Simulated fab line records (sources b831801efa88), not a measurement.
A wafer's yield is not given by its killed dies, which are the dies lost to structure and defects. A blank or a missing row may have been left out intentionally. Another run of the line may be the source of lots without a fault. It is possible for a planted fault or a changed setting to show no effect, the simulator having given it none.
Split-lot trial || flow gf180mcu || route with 602 steps; 5 lots, 23 wafers read

== THE SPLIT ITSELF ==
At GF_TOP_METAL_COAT_09 (resist thk 1500 nm), the setting resist-thk-nm was moved away from the recipe's 1500 nm on 6 of the 23 wafers read, by -5.1% to -3.6%. For the rest of the wafers, this setting stayed at what the recipe calls for.

== FROM THE SPLIT TO THE READING: what the file shows between them, 4 steps ==
- GF_TOP_METAL_SOFTBAKE_10: time 60 s
- GF_TOP_METAL_EXPOSE_11: exposes mask MetalTop, target cd 440 nm
- GF_TOP_METAL_PEB_12
- GF_TOP_METAL_DEVELOP_13: develop time 60 s

== THE READING ==
At GF_TOP_METAL_CD_MEAS_14: cd-nm in nanometres, against a target cd of 440 nm. Typical for fault-free wafers on this fab line: 440.5 nm, with standard deviation 1.9 nm.

{"wafer": "L076.3", "tool, chamber at the split": "litho-track-03, 0", "resist-thk-nm as run, nm": 1500, "against the recipe": "recipe", "cd-nm, nm": 438.5, "against lot-mates on the recipe": "-"}
{"wafer": "L076.4", "tool, chamber at the split": "litho-track-03, 0", "resist-thk-nm as run, nm": 1500, "against the recipe": "recipe", "cd-nm, nm": 438.7, "against lot-mates on the recipe": "-"}
{"wafer": "L076.5", "tool, chamber at the split": "litho-track-03, 0", "resist-thk-nm as run, nm": 1500, "against the recipe": "recipe", "cd-nm, nm": 438.3, "against lot-mates on the recipe": "-"}
{"wafer": "L078.1", "tool, chamber at the split": "litho-track-04, 0", "resist-thk-nm as run, nm": 1500, "against the recipe": "recipe", "cd-nm, nm": 439.9, "against lot-mates on the recipe": "-"}
{"wafer": "L078.2", "tool, chamber at the split": "litho-track-04, 0", "resist-thk-nm as run, nm": 1500, "against the recipe": "recipe", "cd-nm, nm": 442.0, "against lot-mates on the recipe": "-"}
{"wafer": "L078.4", "tool, chamber at the split": "litho-track-04, 0", "resist-thk-nm as run, nm": 1446, "against the recipe": "-3.6%", "cd-nm, nm": 435.0, "against lot-mates on the recipe": -6.0}
{"wafer": "L078.5", "tool, chamber at the split": "litho-track-04, 0", "resist-thk-nm as run, nm": 1446, "against the recipe": "-3.6%", "cd-nm, nm": 437.2, "against lot-mates on the recipe": -3.8}
{"wafer": "L078.6", "tool, chamber at the split": "litho-track-04, 0", "resist-thk-nm as run, nm": 1500, "against the recipe": "recipe", "cd-nm, nm": 441.0, "against lot-mates on the recipe": "-"}
{"wafer": "L079.1", "tool, chamber at the split": "litho-track-04, 0", "resist-thk-nm as run, nm": 1500, "against the recipe": "recipe", "cd-nm, nm": 437.4, "against lot-mates on the recipe": "-"}
{"wafer": "L079.2", "tool, chamber at the split": "litho-track-04, 0", "resist-thk-nm as run, nm": 1424, "against the recipe": "-5.1%", "cd-nm, nm": 430.2, "against lot-mates on the recipe": -8.0}
{"wafer": "L079.3", "tool, chamber at the split": "litho-track-04, 0", "resist-thk-nm as run, nm": 1500, "against the recipe": "recipe", "cd-nm, nm": 437.3, "against lot-mates on the recipe": "-"}
{"wafer": "L079.5", "tool, chamber at the split": "litho-track-04, 0", "resist-thk-nm as run, nm": 1500, "against the recipe": "recipe", "cd-nm, nm": 440.0, "against lot-mates on the recipe": "-"}
{"wafer": "L079.6", "tool, chamber at the split": "litho-track-04, 0", "resist-thk-nm as run, nm": 1424, "against the recipe": "-5.1%", "cd-nm, nm": 433.3, "against lot-mates on the recipe": -4.9}
{"wafer": "L082.1", "tool, chamber at the split": "litho-track-01, 0", "resist-thk-nm as run, nm": 1500, "against the recipe": "recipe", "cd-nm, nm": 439.2, "against lot-mates on the recipe": "-"}
{"wafer": "L082.2", "tool, chamber at the split": "litho-track-01, 0", "resist-thk-nm as run, nm": 1500, "against the recipe": "recipe", "cd-nm, nm": 440.7, "against lot-mates on the recipe": "-"}
{"wafer": "L082.3", "tool, chamber at the split": "litho-track-01, 0", "resist-thk-nm as run, nm": 1440, "against the recipe": "-4.0%", "cd-nm, nm": 432.7, "against lot-mates on the recipe": -7.6}
{"wafer": "L082.5", "tool, chamber at the split": "litho-track-01, 0", "resist-thk-nm as run, nm": 1500, "against the recipe": "recipe", "cd-nm, nm": 441.1, "against lot-mates on the recipe": "-"}
{"wafer": "L082.6", "tool, chamber at the split": "litho-track-01, 0", "resist-thk-nm as run, nm": 1440, "against the recipe": "-4.0%", "cd-nm, nm": 434.0, "against lot-mates on the recipe": -6.3}
{"wafer": "L083.1", "tool, chamber at the split": "litho-track-04, 0", "resist-thk-nm as run, nm": 1500, "against the recipe": "recipe", "cd-nm, nm": 441.3, "against lot-mates on the recipe": "-"}
{"wafer": "L083.2", "tool, chamber at the split": "litho-track-04, 0", "resist-thk-nm as run, nm": 1500, "against the recipe": "recipe", "cd-nm, nm": 438.6, "against lot-mates on the recipe": "-"}
{"wafer": "L083.3", "tool, chamber at the split": "litho-track-04, 0", "resist-thk-nm as run, nm": 1500, "against the recipe": "recipe", "cd-nm, nm": 439.8, "against lot-mates on the recipe": "-"}
{"wafer": "L083.4", "tool, chamber at the split": "litho-track-04, 0", "resist-thk-nm as run, nm": 1500, "against the recipe": "recipe", "cd-nm, nm": 438.8, "against lot-mates on the recipe": "-"}
{"wafer": "L083.5", "tool, chamber at the split": "litho-track-04, 0", "resist-thk-nm as run, nm": 1500, "against the recipe": "recipe", "cd-nm, nm": 441.1, "against lot-mates on the recipe": "-"}

FIT RESULTS
A straight line over all 23 wafers: cd-nm changes by +1.43 nm for each +1% of resist-thk-nm; r = +0.88; the points scatter about the line by 1.5 nm.
The same after taking each lot's own level away (the mean of its wafers on the recipe; 23 wafers): +1.43 nm for each +1%; r = +0.93; scatter 1.2 nm.
That fit puts the effect of the largest move of resist-thk-nm on the reading at 7.2 nm.
Across the lots, their own levels run from 438.23 to 440.97 nm, a range of 1.4 times the standard deviation given above.
The two slopes agree, so the slope changes little with the lot-to-lot level.
Check: -7.02 nm against its lot-mates is what the line predicts for one of the wafers moved furthest among these (-5.1%) when that wafer is left out of the fit. It came out at -8.03 nm against them.

== OTHER SPLITS ON THESE WAFERS ==
Before the reading, these wafers also passed through other splits. Each is held against what the fit with the lots' levels taken away leaves over:
{"other split on the same wafers": "GF_M5_DEVELOP_06 develop-time-s", "wafers away from the commonest value": 11, "r with cd-nm (lot level and that fit taken away)": -0.16}
{"other split on the same wafers": "GF_TOP_METAL_SPUTTER_02 time-s", "wafers away from the commonest value": 7, "r with cd-nm (lot level and that fit taken away)": -0.04}

== THE WHOLE CHAIN: every reading that the file lists as answering this split, in the file's order ==
{"step": "GF_TOP_METAL_COAT_09", "what it does": "resist thk 1500 nm", "reading": "NOVOLAK_of_TOP_METAL_COAT_09.thk-nm (the simulator's own value, which no gauge read)", "change (the file's fit)": "+16.4 nm for each +1% of the setting", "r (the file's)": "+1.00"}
{"step": "GF_TOP_METAL_CD_MEAS_14", "what it does": "target cd 440 nm", "reading": "cd-nm", "change (the file's fit)": "+1.43 nm for each +1% of the setting", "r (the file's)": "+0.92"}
{"step": "GF_TOP_METAL_METAL_ETCH_16", "what it does": "etches the open film in Cl2/BCl3, stops on SiO2, target depth 1077.5 nm, time 179.6 s", "reading": "NOVOLAK_of_TOP_METAL_COAT_09.thk-nm (the simulator's own value, which no gauge read)", "change (the file's fit)": "+17.3 nm for each +1% of the setting", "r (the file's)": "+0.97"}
{"step": "GF_TOP_METAL_STRIP_17", "what it does": "strips in O2/N2", "reading": "strip-time-to-endpoint-s", "change (the file's fit)": "withheld for each +1% of the setting", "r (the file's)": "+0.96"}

== FILE'S OWN FIT ==
cd-nm changes by +1.43 nm for each +1% of resist-thk-nm, r = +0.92.
